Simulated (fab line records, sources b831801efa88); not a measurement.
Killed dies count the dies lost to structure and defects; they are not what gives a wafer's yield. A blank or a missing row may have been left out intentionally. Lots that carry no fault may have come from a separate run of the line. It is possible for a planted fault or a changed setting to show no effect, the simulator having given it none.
Which tool is to blame? -- flow sfq-line -- 14 lots with 42 wafers sampled at 4 steps, on a route of 325 steps

WHAT EACH GAUGE READ, for each wafer
The record holds no reading of a measuring or inspecting step that can be judged against a usual standard deviation.

EACH LOT AND THE TOOL THAT RAN IT (in order: tool; ch and the chambers of the sampled wafers; start)
lot,SFQ_TRILAYER_M0_DEP_SPUTTER_019,SFQ_TRILAYER_M0_ETCH_METAL_ETCH_024,SFQ_TRILAYER_I0_VIA_BARC_OPEN_VIA_ETCH_046,SFQ_TRILAYER_I1_CMP_CMP_046
L812,"pvd-sputter-05, day 8 22:46","rie-metal-02 ch 1, day 12 16:04","rie-diel-04 ch 0,3, day 18 01:49","cmp-02 ch 0,1,2, day 24 15:58"
L813,"pvd-sputter-03, day 9 09:29","rie-metal-01 ch 0,1, day 13 01:42","rie-diel-01 ch 0,1,3, day 18 06:37","cmp-01 ch 1,2,3, day 24 20:11"
L814,"pvd-sputter-03, day 9 15:29","rie-metal-04 ch 0,1, day 13 10:08","rie-diel-02 ch 2,3, day 18 08:17","cmp-02 ch 1,2,3, day 24 22:40"
L815,"pvd-sputter-04, day 9 22:47","rie-metal-04 ch 1, day 13 23:44","rie-diel-01 ch 1,2,3, day 18 13:13","cmp-01 ch 0,1,2, day 25 06:44"
L817,"pvd-sputter-05, day 10 07:11","rie-metal-04 ch 0,1, day 14 11:41","rie-diel-01 ch 2,3, day 19 19:13","cmp-01 ch 1,2,3, day 26 18:05"
L819,"pvd-sputter-05, day 10 19:47","rie-metal-01 ch 0,1, day 15 05:41","rie-diel-01 ch 1,2, day 20 15:37","cmp-01 ch 0,1,3, day 27 14:49"
L820,"pvd-sputter-04, day 10 22:11","rie-metal-02 ch 0,1, day 15 10:01","rie-diel-04 ch 0,1,3, day 20 16:56","cmp-02 ch 1,3, day 27 14:19"
L821,"pvd-sputter-05, day 11 05:23","rie-metal-01 ch 0,1, day 15 19:40","rie-diel-02 ch 0,2,3, day 21 13:20","cmp-02 ch 0,2,3, day 28 09:27"
L823,"pvd-sputter-04, day 11 13:11","rie-metal-02 ch 0,1, day 16 05:14","rie-diel-01 ch 0,1,2, day 22 01:20","cmp-02 ch 0,3, day 28 21:33"
L825,"pvd-sputter-05, day 11 22:47","rie-metal-04 ch 0,1, day 16 14:58","rie-diel-04 ch 1,2,3, day 22 07:35","cmp-02 ch 0,1,2, day 29 04:05"
L826,"pvd-sputter-05, day 12 09:35","rie-metal-04 ch 0,1, day 17 02:58","rie-diel-01 ch 0,1,3, day 22 11:19","cmp-01 ch 0,1,2, day 29 10:09"
L828,"pvd-sputter-03, day 12 21:44","rie-metal-01 ch 0,1, day 17 12:34","rie-diel-04 ch 0,2, day 24 05:26","cmp-01 ch 2,3, day 30 22:33"
L829,"pvd-sputter-03, day 13 00:08","rie-metal-02 ch 1, day 17 17:35","rie-diel-04 ch 0,1, day 24 09:02","cmp-02 ch 0,2,3, day 31 09:45"
L832,"pvd-sputter-05, day 13 04:56","rie-metal-01 ch 0,1, day 17 22:17","rie-diel-02 ch 0,3, day 24 17:26","cmp-02 ch 0,1,2, day 32 03:15"
- SFQ_TRILAYER_M0_DEP_SPUTTER_019: material Nb, target thk 200 nm, time 133.3 s.
- SFQ_TRILAYER_M0_ETCH_METAL_ETCH_024: etches Nb in Cl2/Ar, stops on SiO2, target depth 240 nm, time 120 s.
- SFQ_TRILAYER_I0_VIA_BARC_OPEN_VIA_ETCH_046: etches BARC in O2, target depth 125 nm, time 41.7 s.
- SFQ_TRILAYER_I1_CMP_CMP_046: polishes SiO2.

WHAT THE TOOLS THEMSELVES READ (means of the sampled wafers that have a number; where no wafer has one, the mark that the record gives instead)
SFQ_TRILAYER_M0_DEP_SPUTTER_019. Usual: resputter-cathode-voltage-v 400 V, standard deviation 4.1; throttle-valve-pct 30.2 %, standard deviation 1.1.
lot,tool,resputter-cathode-voltage-v (V),throttle-valve-pct (%),flag
L812,pvd-sputter-05,400,30.1,
L813,pvd-sputter-03,400,30.4,
L814,pvd-sputter-03,401,29.7,
L815,pvd-sputter-04,398,30.0,
L817,pvd-sputter-05,401,30.3,
L819,pvd-sputter-05,400,30.4,
L820,pvd-sputter-04,399,31.2,
L821,pvd-sputter-05,400,30.3,
L823,pvd-sputter-04,405,30.4,
L825,pvd-sputter-05,403,30.0,
L826,pvd-sputter-05,396,30.4,
L828,pvd-sputter-03,397,31.0,
L829,pvd-sputter-03,403,29.4,
L832,pvd-sputter-05,399,30.6,

SFQ_TRILAYER_M0_ETCH_METAL_ETCH_024. Usual: drypump-motor-current-A 5.7 A, standard deviation 0.33; oes-product-au 0.884 a.u., standard deviation 0.0067.
lot,tool,drypump-motor-current-A (A),oes-product-au (a.u.),flag
L812,rie-metal-02,5.4,0.889,
L813,rie-metal-01,6.1,0.889,
L814,rie-metal-04,5.9,0.883,
L815,rie-metal-04,6.0,0.884,
L817,rie-metal-04,5.9,0.891,
L819,rie-metal-01,6.1,0.877,
L820,rie-metal-02,5.2,0.887,
L821,rie-metal-01,6.0,0.887,
L823,rie-metal-02,5.3,0.884,
L825,rie-metal-04,5.9,0.888,
L826,rie-metal-04,5.9,0.884,
L828,rie-metal-01,6.1,0.881,
L829,rie-metal-02,5.4,0.879,
L832,rie-metal-01,6.0,0.886,

SFQ_TRILAYER_I0_VIA_BARC_OPEN_VIA_ETCH_046. Usual: drypump-motor-current-A 5.9 A, standard deviation 0.46; oes-product-au 0.685 a.u., standard deviation 0.0045.
lot,tool,drypump-motor-current-A (A),oes-product-au (a.u.),flag
L812,rie-diel-04,5.3,0.689,
L813,rie-diel-01,5.8,0.690,
L814,rie-diel-02,6.3,0.683,
L815,rie-diel-01,6.0,0.685,
L817,rie-diel-01,5.7,0.687,
L819,rie-diel-01,6.2,0.684,
L820,rie-diel-04,5.9,0.685,
L821,rie-diel-02,6.2,0.680,
L823,rie-diel-01,6.0,0.683,
L825,rie-diel-04,6.0,0.684,
L826,rie-diel-01,5.9,0.686,
L828,rie-diel-04,5.4,0.684,
L829,rie-diel-04,5.6,0.692,
L832,rie-diel-02,6.2,0.683,

SFQ_TRILAYER_I1_CMP_CMP_046. Usual: motor-current-A 9.8 A, standard deviation 0.87; platen-rpm 60.01 rpm, standard deviation 0.036; time-to-endpoint-s 212 s, standard deviation 8.6.
lot,tool,motor-current-A (A),platen-rpm (rpm),time-to-endpoint-s (s),flag
L812,cmp-02,9.6,60.03,212,
L813,cmp-01,10.4,59.97,210,
L814,cmp-02,9.6,59.98,212,
L815,cmp-01,9.5,60.01,223,
L817,cmp-01,10.4,60.06,220,
L819,cmp-01,9.8,60.02,222,
L820,cmp-02,9.0,59.99,217,
L821,cmp-02,10.4,60.04,209,
L823,cmp-02,10.1,60.01,209,
L825,cmp-02,9.7,60.00,219,
L826,cmp-01,9.7,62.00,207,OFF
L828,cmp-01,10.1,63.98,195,OFF
L829,cmp-02,10.4,60.00,219,
L832,cmp-02,9.7,60.01,215,

THE ANSWER, worked out from the rows above alone
Rule: lot off if the mean of its wafers having a number is beyond 3 standard deviations from the usual mean. Also off: a lot with no number at a reading for which 4 or more lots have one. All remaining lots with rows at the step are treated as sound. The gauges are gone through in route order, then the tools' own readings, and for those a lot's mean is taken as printed above. At the first step where some lot is off, the reading lying furthest off is the one used; lots without a number count as furthest.
Off at SFQ_TRILAYER_I1_CMP_CMP_046 (platen-rpm): L826, L828.
A tool fits if, at that step or a process step before it, it ran every lot that is off, and no sound lot after the first of them. One candidate fits, namely cmp-01 at SFQ_TRILAYER_I1_CMP_CMP_046. Its last sound lot is L819 (day 27 14:49), its first lot that is off L826 (day 29 10:09): a fault that began between those two fits.
On the lots that are off, the tool's own readings at SFQ_TRILAYER_I1_CMP_CMP_046 differ by more than 5 times the standard deviation of the sound lots' means, which bears it out; platen-rpm reads 62.99 rpm there versus 60.01 rpm on the sound lots.

WHAT THE SIMULATOR PUT IN
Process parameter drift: cmp-01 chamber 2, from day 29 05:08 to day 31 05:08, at SFQ_TRILAYER_I1_CMP_CMP_046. The setting platen-rpm was moved by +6, starting from 60. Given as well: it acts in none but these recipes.
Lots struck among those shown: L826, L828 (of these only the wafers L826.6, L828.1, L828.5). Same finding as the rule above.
